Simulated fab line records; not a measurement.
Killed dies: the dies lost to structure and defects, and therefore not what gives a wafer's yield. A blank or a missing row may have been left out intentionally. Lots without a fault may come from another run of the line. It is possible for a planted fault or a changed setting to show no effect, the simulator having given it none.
Matching of chambers / flow gf180mcu / rieDiel-03 running GF_V2_ETCH_16: 4 sister chambers
The step etches BARC in N2/H2. 24 wafers are shown with their chamber, then 12 later ones without.

== EACH WAFER AND ITS CHAMBER ==
wafer=L075.1; chamber=3; drypumpMotorCurrentA (A)=6.1; throttleValvePct (%)=13.222; n2FlowSccm (sccm)=100.7
wafer=L075.3; chamber=0; drypumpMotorCurrentA (A)=6.6; throttleValvePct (%)=13.228; n2FlowSccm (sccm)=100.1
wafer=L075.6; chamber=3; drypumpMotorCurrentA (A)=6.0; throttleValvePct (%)=13.210; n2FlowSccm (sccm)=100.4
wafer=L076.2; chamber=0; drypumpMotorCurrentA (A)=6.6; throttleValvePct (%)=13.227; n2FlowSccm (sccm)=99.8
wafer=L076.3; chamber=3; drypumpMotorCurrentA (A)=6.0; throttleValvePct (%)=13.221; n2FlowSccm (sccm)=99.8
wafer=L076.4; chamber=2; drypumpMotorCurrentA (A)=5.3; throttleValvePct (%)=13.222; n2FlowSccm (sccm)=99.6
wafer=L077.2; chamber=3; drypumpMotorCurrentA (A)=6.0; throttleValvePct (%)=13.228; n2FlowSccm (sccm)=100.3
wafer=L077.3; chamber=0; drypumpMotorCurrentA (A)=6.5; throttleValvePct (%)=13.223; n2FlowSccm (sccm)=99.9
wafer=L077.5; chamber=1; drypumpMotorCurrentA (A)=5.9; throttleValvePct (%)=13.242; n2FlowSccm (sccm)=99.9
wafer=L078.1; chamber=3; drypumpMotorCurrentA (A)=6.0; throttleValvePct (%)=13.219; n2FlowSccm (sccm)=100.0
wafer=L078.2; chamber=1; drypumpMotorCurrentA (A)=5.9; throttleValvePct (%)=13.219; n2FlowSccm (sccm)=100.2
wafer=L078.6; chamber=3; drypumpMotorCurrentA (A)=6.0; throttleValvePct (%)=13.232; n2FlowSccm (sccm)=99.3
wafer=L080.3; chamber=0; drypumpMotorCurrentA (A)=6.6; throttleValvePct (%)=13.243; n2FlowSccm (sccm)=99.8
wafer=L080.4; chamber=3; drypumpMotorCurrentA (A)=6.0; throttleValvePct (%)=13.219; n2FlowSccm (sccm)=100.2
wafer=L080.5; chamber=0; drypumpMotorCurrentA (A)=6.6; throttleValvePct (%)=13.246; n2FlowSccm (sccm)=99.6
wafer=L084.2; chamber=2; drypumpMotorCurrentA (A)=5.3; throttleValvePct (%)=13.229; n2FlowSccm (sccm)=100.2
wafer=L084.4; chamber=1; drypumpMotorCurrentA (A)=5.9; throttleValvePct (%)=13.210; n2FlowSccm (sccm)=100.1
wafer=L084.6; chamber=3; drypumpMotorCurrentA (A)=6.0; throttleValvePct (%)=13.219; n2FlowSccm (sccm)=100.2
wafer=L085.2; chamber=0; drypumpMotorCurrentA (A)=6.6; throttleValvePct (%)=13.232; n2FlowSccm (sccm)=99.7
wafer=L085.4; chamber=1; drypumpMotorCurrentA (A)=5.9; throttleValvePct (%)=13.229; n2FlowSccm (sccm)=99.7
wafer=L085.5; chamber=0; drypumpMotorCurrentA (A)=6.5; throttleValvePct (%)=13.235; n2FlowSccm (sccm)=99.6
wafer=L089.3; chamber=0; drypumpMotorCurrentA (A)=6.6; throttleValvePct (%)=13.224; n2FlowSccm (sccm)=99.6
wafer=L089.4; chamber=2; drypumpMotorCurrentA (A)=5.4; throttleValvePct (%)=13.216; n2FlowSccm (sccm)=99.8
wafer=L089.6; chamber=3; drypumpMotorCurrentA (A)=6.0; throttleValvePct (%)=13.230; n2FlowSccm (sccm)=99.8

SIGNATURES (means of the wafers above)
reading=drypumpMotorCurrentA; chamber 0=6.575; chamber 1=5.900; chamber 2=5.333; chamber 3=6.011; scatter within a chamber=0.0391
reading=throttleValvePct; chamber 0=13.23225; chamber 1=13.22500; chamber 2=13.22233; chamber 3=13.22222; scatter within a chamber=0.00876
reading=n2FlowSccm; chamber 0=99.763; chamber 1=99.975; chamber 2=99.867; chamber 3=100.078; scatter within a chamber=0.307
Rule: for each reading, subtract the chamber's mean from the wafer's reading, divide by that reading's scatter and square the result; add these up over the readings and take the root, which gives the wafer's distance from the chamber. The wafer belongs to the nearest chamber; if the next one is less than 2 further off, it can't be placed. The scatter: the root of (the sum of the squares of (reading less its chamber's mean) over the shown wafers, divided by (wafers less chambers)).

== WAFERS WITH NO CHAMBER GIVEN ==
wafer=L091.1; drypumpMotorCurrentA (A)=5.9; throttleValvePct (%)=13.223; n2FlowSccm (sccm)=99.6
wafer=L091.3; drypumpMotorCurrentA (A)=6.6; throttleValvePct (%)=13.219; n2FlowSccm (sccm)=99.9
wafer=L091.6; drypumpMotorCurrentA (A)=5.9; throttleValvePct (%)=13.229; n2FlowSccm (sccm)=99.8
wafer=L093.2; drypumpMotorCurrentA (A)=5.3; throttleValvePct (%)=13.212; n2FlowSccm (sccm)=99.8
wafer=L093.3; drypumpMotorCurrentA (A)=6.0; throttleValvePct (%)=13.227; n2FlowSccm (sccm)=99.9
wafer=L093.4; drypumpMotorCurrentA (A)=6.6; throttleValvePct (%)=13.222; n2FlowSccm (sccm)=99.1
wafer=L094.2; drypumpMotorCurrentA (A)=6.0; throttleValvePct (%)=13.229; n2FlowSccm (sccm)=99.9
wafer=L094.5; drypumpMotorCurrentA (A)=5.9; throttleValvePct (%)=13.233; n2FlowSccm (sccm)=100.1
wafer=L094.6; drypumpMotorCurrentA (A)=5.3; throttleValvePct (%)=13.214; n2FlowSccm (sccm)=99.4
wafer=L097.3; drypumpMotorCurrentA (A)=6.6; throttleValvePct (%)=13.218; n2FlowSccm (sccm)=99.5
wafer=L097.4; drypumpMotorCurrentA (A)=5.9; throttleValvePct (%)=13.242; n2FlowSccm (sccm)=99.3
wafer=L097.5; drypumpMotorCurrentA (A)=5.9; throttleValvePct (%)=13.228; n2FlowSccm (sccm)=99.8

== THE CHAMBER EACH PASSED THROUGH ==
wafer=L091.1; from the rows above=can't be placed: 1 or 3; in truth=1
wafer=L091.3; from the rows above=0; in truth=0
wafer=L091.6; from the rows above=1; in truth=1
wafer=L093.2; from the rows above=2; in truth=2
wafer=L093.3; from the rows above=can't be placed: 3 or 1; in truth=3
wafer=L093.4; from the rows above=0; in truth=0
wafer=L094.2; from the rows above=can't be placed: 3 or 1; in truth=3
wafer=L094.5; from the rows above=1; in truth=1
wafer=L094.6; from the rows above=2; in truth=2
wafer=L097.3; from the rows above=0; in truth=0
wafer=L097.4; from the rows above=can't be placed: 1 or 3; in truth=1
wafer=L097.5; from the rows above=1; in truth=1
8 of 12 placed correctly. Cannot be placed on the basis of these rows: 4; the candidates contain the true chamber in 4. Placed wrongly: 0.
